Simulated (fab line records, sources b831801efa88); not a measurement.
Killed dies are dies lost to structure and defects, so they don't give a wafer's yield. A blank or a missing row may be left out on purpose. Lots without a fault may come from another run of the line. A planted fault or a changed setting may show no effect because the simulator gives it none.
A struck lot beside a sound one | flow sky130 | 15 steps out of a route of 708
Sound: wafers L848.2, L848.5, L848.6. Struck: wafers L844.1, L844.2, L844.6. The cause comes at the end.
At each step with rows: each side's tool, then ch and its chambers, then its first start. Under that, the readings that differ: sound wafers | struck wafers | difference of the means | sigmas: that difference in standard deviations of wafers without a fault.
alike: readings whose means differ by less than 2 such deviations, and words and numbers that are the same on both sides. not compared: withheld readings, readings that some wafer has no value for, bounds like >300 that may hide the same value, and numbers for which the record gives no deviation and whose values overlap.
The two part at a step that has a row with sigmas, a row that says differs or no value, or rows on one side only. Numbers that don't overlap but have no deviation are shown without sigmas and don't part them. A reading that every wafer of one side lacks parts them only if that side has two wafers or more.

SKY_CONTACT_CMP_27: polishes, stops on SiO2, t overpolish 15 s, target thk 0 nm.
  sound on cmp-02 ch 2,3, day 37 18:31; struck on cmp-01 ch 0,1, day 36 12:17
  alike: motor_current_A, overpolish_run_s, time_to_endpoint_s
SKY_METAL1_SPUTTER_00: material Ti, target thk 15 nm, time 10 s.
  sound on pvd_sputter-01, day 37 18:46; struck on pvd_sputter-01, day 36 12:35
  alike: throttle_valve_pct
SKY_METAL1_SPUTTER_01: material TiN, target thk 20 nm, time 16.7 s.
  sound on pvd_sputter-01, day 37 18:47; struck on pvd_sputter-01, day 36 12:37
  alike: throttle_valve_pct
SKY_METAL1_SPUTTER_02: material AlCu, target thk 250 nm, time 13.3 s.
  sound on pvd_sputter-01, day 37 18:49; struck on pvd_sputter-01, day 36 12:38
  alike: throttle_valve_pct
SKY_METAL1_SPUTTER_03: material Ti, target thk 5 nm, time 3.3 s.
  sound on pvd_sputter-01, day 37 18:50; struck on pvd_sputter-01, day 36 12:40
  alike: throttle_valve_pct
then, 1 step without rows for these wafers: SKY_METAL1_SPUTTER_04 (material TiN, target thk 70 nm, time 58.3 s).
SKY_METAL1_RS_MEAS_05: measures by four-point-probe.
  sound on film_metro-04, day 37 18:55; struck on film_metro-04, day 36 12:44
  alike: METAL1_ALCU_RS
SKY_METAL1_THK_MEAS_06: measures by xrf.
  sound on film_metro-04, day 37 19:02; struck on film_metro-04, day 36 12:51
  alike: METAL1_ALCU_THK
then, 4 steps without rows for these wafers: SKY_METAL1_DEHYDRATE_07 (time 60 s); SKY_METAL1_HMDS_08 (prime time 60 s); SKY_METAL1_COAT_09 (resist thk 60 nm); SKY_METAL1_COAT_10 (resist thk 450 nm).
SKY_METAL1_SOFTBAKE_11: time 90 s.
  sound on litho_track-02 ch 0, day 38 07:00; struck on litho_track-03 ch 0, day 37 01:00
  reading                  | sound                | struck               | difference | sigmas
  heater_power_total_W (W) | 57.34 57.33 57.34    | 58.24 58.43 58.44    | +1.03      | +9
  run_length_s (s)         | 119.40 119.18 119.14 | 113.87 113.90 113.83 | -5.37      | -21
  alike: resist_line_temp_C
then, 1 step without rows for these wafers: SKY_METAL1_EXPOSE_12 (exposes mask MM1, target cd 140 nm).
-- the record jumps here: 12 days lie between the struck wafers' starts before and after (it left off in module METAL1 and takes up again in module PAD_OPEN, whose first step shown is number 708 of the route) --
SKY_PAD_OPEN_PROBE_99:
  sound on prober-01, day 50 07:34; struck on prober-01, day 49 09:14
  alike: defect_limited_yield, killed_at_M0_to_M3, killed_at_M4_up, killed_at_contacts, killed_at_front_end, killed_at_other, killed_dies, killed_open, killed_short, sort_bin_3_pad_short, sort_bin_5_function, sort_bin_6_memory, sort_n_pass, sort_yield_pct
  not compared: model.etest.licon_ndiff.rc_ohm

WHERE THEY PART
Only at SKY_METAL1_SOFTBAKE_11, within this record. Later steps at which nothing parts them and some readings are alike: SKY_PAD_OPEN_PROBE_99.

WHY: what the simulator had put in
Process parameter drift: litho_track-03, from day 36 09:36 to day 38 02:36, at SKY_METAL1_SOFTBAKE_11. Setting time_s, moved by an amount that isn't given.
